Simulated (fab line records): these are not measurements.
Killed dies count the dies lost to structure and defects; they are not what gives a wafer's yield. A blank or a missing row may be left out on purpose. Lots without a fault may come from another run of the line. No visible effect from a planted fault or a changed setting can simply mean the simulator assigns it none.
Which tool is to blame? + flow sky130 + 13 lots with 39 wafers sampled at 5 steps, on a route of 708 steps

== WHAT THE GAUGES SHOWED, per wafer ==
SKY_NWELL_TW_MEAS_15. Usual: NWELL_TW gives 1832 (standard deviation 13).
| lot  | measured    | on           | NWELL_TW       | flag |
|------|-------------|--------------|----------------|------|
| L746 | day 4 12:08 | filmMetro-01 | 1827 1830 1817 |      |
| L747 | day 4 16:38 | filmMetro-01 | 1835 1818 1824 |      |
| L749 | day 5 07:53 | filmMetro-03 | 1839 1832 1842 |      |
| L755 | day 6 16:43 | filmMetro-03 | 1831 1836 1836 |      |
| L758 | day 7 14:41 | filmMetro-01 | 1819 1821 1826 |      |
| L759 | day 7 21:16 | filmMetro-01 | 1827 1837 1828 |      |
| L760 | day 8 03:32 | filmMetro-01 | 1832 1835 1833 |      |
| L762 | day 8 10:22 | filmMetro-01 | 1830 1833 1834 |      |
| L763 | day 8 15:59 | filmMetro-03 | 1857 1853 1869 |      |
| L764 | day 8 20:04 | filmMetro-01 | 1832 1836 1831 |      |
| L765 | day 9 05:50 | filmMetro-01 | 1823 1821 1824 |      |
| L766 | day 9 10:59 | filmMetro-01 | 1831 1823 1818 |      |
| L768 | day 9 23:56 | filmMetro-03 | 1801 1811 1813 |      |

SKY_VT_ADJUST_LVTN_TW_MEAS_21. Usual: VT_ADJUST_LVTN_2_TW gives 188.8 (standard deviation 0.86).
| lot  | measured     | on           | VT_ADJUST_LVTN_2_TW | flag |
|------|--------------|--------------|---------------------|------|
| L746 | day 7 15:58  | filmMetro-01 | 188.8 188.6 187.5   |      |
| L747 | day 7 19:23  | filmMetro-01 | 188.1 188.8 188.9   |      |
| L749 | day 8 12:59  | filmMetro-01 | 190.5 190.2 189.8   |      |
| L755 | day 10 03:42 | filmMetro-03 | 186.1 186.2 186.7   |      |
| L758 | day 11 06:38 | filmMetro-04 | 190.2 189.8 189.4   |      |
| L759 | day 11 13:45 | filmMetro-03 | 185.2 187.2 186.4   |      |
| L760 | day 11 20:41 | filmMetro-01 | 188.3 188.3 188.8   |      |
| L762 | day 12 06:05 | filmMetro-04 | 188.4 187.6 188.3   |      |
| L763 | day 12 10:59 | filmMetro-01 | 189.0 188.8 189.0   |      |
| L764 | day 12 17:29 | filmMetro-01 | 189.5 189.5 189.1   |      |
| L765 | day 13 03:59 | filmMetro-04 | 187.9 188.7 189.0   |      |
| L766 | day 13 08:50 | filmMetro-01 | 188.1 188.0 187.9   |      |
| L768 | day 14 00:52 | filmMetro-01 | 189.3 188.8 189.1   |      |

SKY_VT_ADJUST_HVTR_OVL_MEAS_08. Usual: VT_ADJUST_HVTR_OVL gives 1.8 nm (standard deviation 1.7).
| lot  | measured     | on         | VT_ADJUST_HVTR_OVL (nm) | flag |
|------|--------------|------------|-------------------------|------|
| L746 | day 9 09:41  | overlay-01 | 0.7 2.1 -0.4            |      |
| L747 | day 9 13:07  | overlay-01 | 5.3 3.6 3.6             |      |
| L749 | day 10 08:37 | overlay-01 | 3.7 3.5 4.5             |      |
| L755 | day 12 03:14 | overlay-01 | 3.6 4.8 4.2             |      |
| L758 | day 13 07:47 | overlay-02 | 2.0 2.0 2.3             |      |
| L759 | day 13 14:47 | overlay-01 | 1.9 0.9 1.7             |      |
| L760 | day 13 23:17 | overlay-02 | 0.5 0.3 -0.5            |      |
| L762 | day 14 08:52 | overlay-01 | 0.8 -0.7 -0.6           |      |
| L763 | day 14 14:29 | overlay-01 | 5.1 2.1 3.3             |      |
| L764 | day 14 22:01 | overlay-02 | 3.5 1.8 2.3             |      |
| L765 | day 15 08:22 | overlay-02 | 2.0 1.6 1.1             |      |
| L766 | day 15 14:20 | overlay-02 | 0.7 0.8 2.8             |      |
| L768 | day 16 07:52 | overlay-01 | 1.6 3.6 3.7             |      |

== EACH LOT AND THE TOOL THAT RAN IT (in order: tool; ch and the chambers of the sampled wafers; start) ==
| lot  | SKY_VT_ADJUST_HVTP_STRIP_10         | SKY_VT_ADJUST_LVTN_IMPLANT_19   |
|------|-------------------------------------|---------------------------------|
| L746 | plasmaAsher-04 ch 0,1, day 6 00:20  | implanter-04 ch 0, day 7 15:43  |
| L747 | plasmaAsher-02 ch 0,1, day 6 04:56  | implanter-03 ch 0, day 7 19:08  |
| L749 | plasmaAsher-01 ch 0,1, day 6 21:02  | implanter-01 ch 0, day 8 12:44  |
| L755 | plasmaAsher-01 ch 0,1, day 8 09:00  | implanter-04 ch 0, day 10 03:28 |
| L758 | plasmaAsher-02 ch 0,1, day 9 09:35  | implanter-01 ch 0, day 11 06:23 |
| L759 | plasmaAsher-01 ch 0,1, day 9 14:59  | implanter-04 ch 0, day 11 13:32 |
| L760 | plasmaAsher-02 ch 0,1, day 9 22:18  | implanter-01 ch 0, day 11 20:26 |
| L762 | plasmaAsher-01 ch 0,1, day 10 06:56 | implanter-01 ch 0, day 12 05:50 |
| L763 | plasmaAsher-04 ch 0,1, day 10 12:32 | implanter-03 ch 0, day 12 10:44 |
| L764 | plasmaAsher-01 ch 0,1, day 10 17:42 | implanter-03 ch 0, day 12 17:14 |
| L765 | plasmaAsher-02 ch 0,1, day 11 03:05 | implanter-03 ch 0, day 13 03:44 |
| L766 | plasmaAsher-01 ch 0,1, day 11 07:45 | implanter-03 ch 0, day 13 08:35 |
| L768 | plasmaAsher-04 ch 0,1, day 11 22:00 | implanter-04 ch 0, day 14 00:37 |
- SKY_VT_ADJUST_HVTP_STRIP_10: strips in O2/N2.
- SKY_VT_ADJUST_LVTN_IMPLANT_19

== WHAT THE TOOLS THEMSELVES READ (means of the sampled wafers that have a number; where no wafer has one, the mark that the record gives instead) ==
SKY_VT_ADJUST_HVTP_STRIP_10. Usual: drypumpMotorCurrentA 6.0 A, standard deviation 0.35; n2FlowSccm 300.0 sccm, standard deviation 0.9; o2FlowSccm 3001 sccm, standard deviation 7.9; oesProductAu 0.716 a.u., standard deviation 0.0046; stripTimeToEndpointS 14.17 s, standard deviation 0.042.
| lot  | tool           | drypumpMotorCurrentA (A) | n2FlowSccm (sccm) | o2FlowSccm (sccm) | oesProductAu (a.u.) | stripTimeToEndpointS (s) | flag |
|------|----------------|--------------------------|-------------------|-------------------|---------------------|--------------------------|------|
| L746 | plasmaAsher-04 | 5.7                      | 300.1             | 3006              | 0.715               | 14.13                    |      |
| L747 | plasmaAsher-02 | 6.0                      | 299.3             | 2998              | 0.716               | 14.19                    |      |
| L749 | plasmaAsher-01 | 6.4                      | 299.5             | 3000              | 0.712               | 14.18                    |      |
| L755 | plasmaAsher-01 | 6.4                      | 301.3             | 3001              | 0.717               | 14.22                    |      |
| L758 | plasmaAsher-02 | 5.9                      | 299.6             | 3006              | 0.717               | 14.15                    |      |
| L759 | plasmaAsher-01 | 6.5                      | 299.0             | 2999              | 0.716               | 14.17                    |      |
| L760 | plasmaAsher-02 | 5.9                      | 300.4             | 2997              | 0.719               | 14.15                    |      |
| L762 | plasmaAsher-01 | 6.4                      | 299.6             | 3007              | 0.720               | 14.14                    |      |
| L763 | plasmaAsher-04 | 5.7                      | 299.6             | 3005              | 0.718               | 14.21                    |      |
| L764 | plasmaAsher-01 | 6.3                      | 299.9             | 3002              | 0.717               | 14.24                    |      |
| L765 | plasmaAsher-02 | 6.0                      | 300.3             | 3003              | 0.717               | 14.21                    |      |
| L766 | plasmaAsher-01 | 6.4                      | 300.4             | 2998              | 0.713               | 14.16                    |      |
| L768 | plasmaAsher-04 | 5.5                      | 300.4             | 2992              | 0.716               | 14.17                    |      |

== THE ANSWER, worked out from the rows above alone ==
Rule: a lot is off if the mean of its wafers that have a number lies more than 3 standard deviations from the usual mean. A lot without any number at a reading at which 4 lots or more have one is off too. Any other lot the step has rows for is counted as sound. First the gauges in route order, then the tools' own readings, where a lot's mean is used as printed above. The first step at which some lot is off is used, and at that step the reading that is off furthest; a lot without a number counts as furthest.
Nothing can be told from this: no lot is off at any reading shown.

== WHAT WAS PUT IN BY THE SIMULATOR ==
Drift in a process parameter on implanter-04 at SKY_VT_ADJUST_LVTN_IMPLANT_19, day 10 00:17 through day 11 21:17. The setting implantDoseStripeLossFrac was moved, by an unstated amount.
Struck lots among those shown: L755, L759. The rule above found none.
